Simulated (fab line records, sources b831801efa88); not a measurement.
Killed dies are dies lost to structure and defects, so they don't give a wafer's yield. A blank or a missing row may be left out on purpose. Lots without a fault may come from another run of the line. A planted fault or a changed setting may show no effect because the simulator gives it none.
Which tool did it? | flow sfq_line | 8 lots, 24 wafers sampled, at 3 steps of a route of 325

WHAT THE GAUGES READ, wafer by wafer
SFQ_I2_OVL_MEAS_918.
lot  | measured     | on         | I2_OVL (nm)
L966 | day 37 23:00 | overlay-02 | -10 -3 -5
L968 | day 38 03:49 | overlay-02 | 2 -2 -2
L970 | day 38 08:37 | overlay-02 | 150 158 149
L972 | day 38 13:24 | overlay-02 | 151 148 149
L979 | day 39 05:23 | overlay-02 | -1 -6 1
L981 | day 39 07:47 | overlay-02 | -14 -15 -15
L983 | day 39 11:23 | overlay-02 | 1 4 3
L987 | day 44 23:23 | overlay-02 | -4 5 3

WHICH TOOL RAN EACH LOT (tool, then ch and the chambers of the sampled wafers, then the start)
lot  | SFQ_TRILAYER_I1_VIA_BARC_OPEN_VIA_ETCH_071 | SFQ_TRILAYER_I2_VIA_LITHO_EXPOSE_068
L966 | rie_diel-03 ch 0,1,2, day 25 00:49         | krf_scanner-02 ch 0, day 37 21:30
L968 | rie_diel-01 ch 0,1, day 25 04:25           | krf_scanner-02 ch 0, day 38 02:42
L970 | rie_diel-04 ch 1,2, day 25 09:13           | krf_scanner-02 ch 0, day 38 07:42
L972 | rie_diel-03 ch 2,3, day 25 12:49           | krf_scanner-02 ch 0, day 38 11:54
L979 | rie_diel-01 ch 2,3, day 26 16:33           | krf_scanner-01 ch 0, day 39 03:53
L981 | rie_diel-01 ch 0,1,3, day 26 21:21         | krf_scanner-01 ch 0, day 39 06:29
L983 | rie_diel-03 ch 0,2,3, day 27 00:30         | krf_scanner-01 ch 0, day 39 09:53
L987 | rie_diel-04 ch 0,3, day 40 14:34           | krf_scanner-01 ch 0, day 44 21:53
- SFQ_TRILAYER_I1_VIA_BARC_OPEN_VIA_ETCH_071: etches BARC in O2, target depth 125 nm, time 41.7 s.
- SFQ_TRILAYER_I2_VIA_LITHO_EXPOSE_068: exposes mask I2, target cd 500 nm.

THE ANSWER, worked out from the rows above alone
Rule: what is usual is taken from the lots themselves. Put in order of their means at a reading, lots are off if they are a third of the lots or fewer, leave a main group of 4 or more, and stand apart from it by a gap of 3 or more times the standard deviation of the main group's means; of several such gaps the widest counts. A main group whose means are all the same, to the digits that the tables above print for the reading, isn't used. A lot without any number at a reading at which 4 lots or more have one is off too. The other lots that the step has rows for count as sound.
Off: L970, L972, at SFQ_I2_OVL_MEAS_918 (I2_OVL). The main group: mean -3 nm, standard deviation 5.8.
A tool fits if, at a process step before that reading, it ran every lot that is off, and no sound lot after the first of them. The gauges at SFQ_I2_OVL_MEAS_918 are tried like those tools. One fits: krf_scanner-02 at SFQ_TRILAYER_I2_VIA_LITHO_EXPOSE_068. Its last sound lot is L968 (day 38 02:42), its first lot that is off L970 (day 38 07:42): a fault that began between those two fits.

WHAT THE SIMULATOR HAD PUT IN
Scanner matching overlay: krf_scanner-02, from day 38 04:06 on, at SFQ_TRILAYER_I2_VIA_LITHO_EXPOSE_068. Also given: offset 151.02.
Lots struck among those shown: L970, L972. The rule above found the same.
